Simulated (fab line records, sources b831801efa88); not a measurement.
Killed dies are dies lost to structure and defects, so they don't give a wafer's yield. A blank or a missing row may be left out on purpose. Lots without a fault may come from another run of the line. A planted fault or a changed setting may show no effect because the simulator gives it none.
Problem report in the 8D (eight disciplines) form, filled by code | flow sky130 | the parts of the form that need people (team, actions taken, sign-off) are left out

1. THE PROBLEM
cd_nm at SKY_VIA1_CD_MEAS_12 reads a mean of 108.8 nm on 1 wafer of 1 lot; wafers without a fault read 149.9 nm with a standard deviation of 1.7. That is -24 standard deviations from the usual mean.
The step: target cd 150 nm.
First seen on wafer L732.2, day 37 05:02, on cd_sem-01. The record holds 39 wafers of 13 lots with a number at this step. Rule for "out", or "out of limits": more than 4 standard deviations from the usual mean. The other wafers with a number count as sound.

2. WHAT IT IS AND WHAT IT IS NOT
question                    | is                | is not
which readings at this step | cd_nm             | -
which lots                  | L732              | L722, L723, L724, L726, L735, L736, L737, L740, L741, L743, L744, L745
which wafers of those lots  | L732.2            | L732.1, L732.4
read on which gauges        | cd_sem-01         | cd_sem-02
when                        | from day 37 05:02 | up to then (14 sound wafers); but 24 sound wafers of L735, L736, L737, L740, L741, L743, L744, L745 came after

3. SUSPECTS, AND WHAT RULES EACH OUT
Counting: a tool at a process step up to the reading stays a suspect if it ran every lot that is out. Sound lots after the first of them don't rule it out here, since some wafers of a struck lot are sound.
- the gauge at SKY_VIA1_CD_MEAS_12: kept. All the wafers that are out were read on cd_sem-01, and no step on other tools shows them out.
- pvd_sputter-03 at SKY_METAL1_SPUTTER_04 (material TiN, target thk 70 nm, time 58.3 s): kept. It ran the lot that is out, L732 (day 34 22:22); its last sound lot up to then is L726 (day 32 14:29).
- krf_scanner-01 at SKY_VIA1_EXPOSE_09 (exposes mask VIM, target cd 150 nm): kept. It ran the lot that is out, L732 (day 36 15:15); its last sound lot up to then is L722 (day 33 03:18).
Left after counting: pvd_sputter-03 at SKY_METAL1_SPUTTER_04, krf_scanner-01 at SKY_VIA1_EXPOSE_09, cd_sem-01 at SKY_VIA1_CD_MEAS_12.

4. THE CAUSE (what the simulator had put in)
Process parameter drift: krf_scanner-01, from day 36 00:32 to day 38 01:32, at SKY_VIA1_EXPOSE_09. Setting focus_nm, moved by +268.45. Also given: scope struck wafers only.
Counting left 3 suspects, and this tool is among them.

5. THE CHAIN OF EFFECTS, in route order
Each row: a reading whose mean over the struck wafers that have a number lies more than 3 standard deviations from the usual. Only readings for which the record gives a usual standard deviation are gone through. hours: the time from each lot's start at the first step in this table that gives one to its start at this step, as a median over the lots. sigmas: the change in usual standard deviations.
hours | step                | reading | usual    | on struck wafers | change | sigmas
0     | SKY_VIA1_CD_MEAS_12 | cd_nm   | 149.9 nm | 108.8            | -41.1  | -24

6. WHAT WOULD HAVE CAUGHT IT SOONER
In this record the first reading out of limits at a measuring or inspecting step was taken at day 37 05:02, 28 hours after the fault began at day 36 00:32.
All the lots that are out (1) had begun SKY_VIA1_EXPOSE_09 on krf_scanner-01 by day 37 05:02. A hold on the tool at that time would have spared none of them.
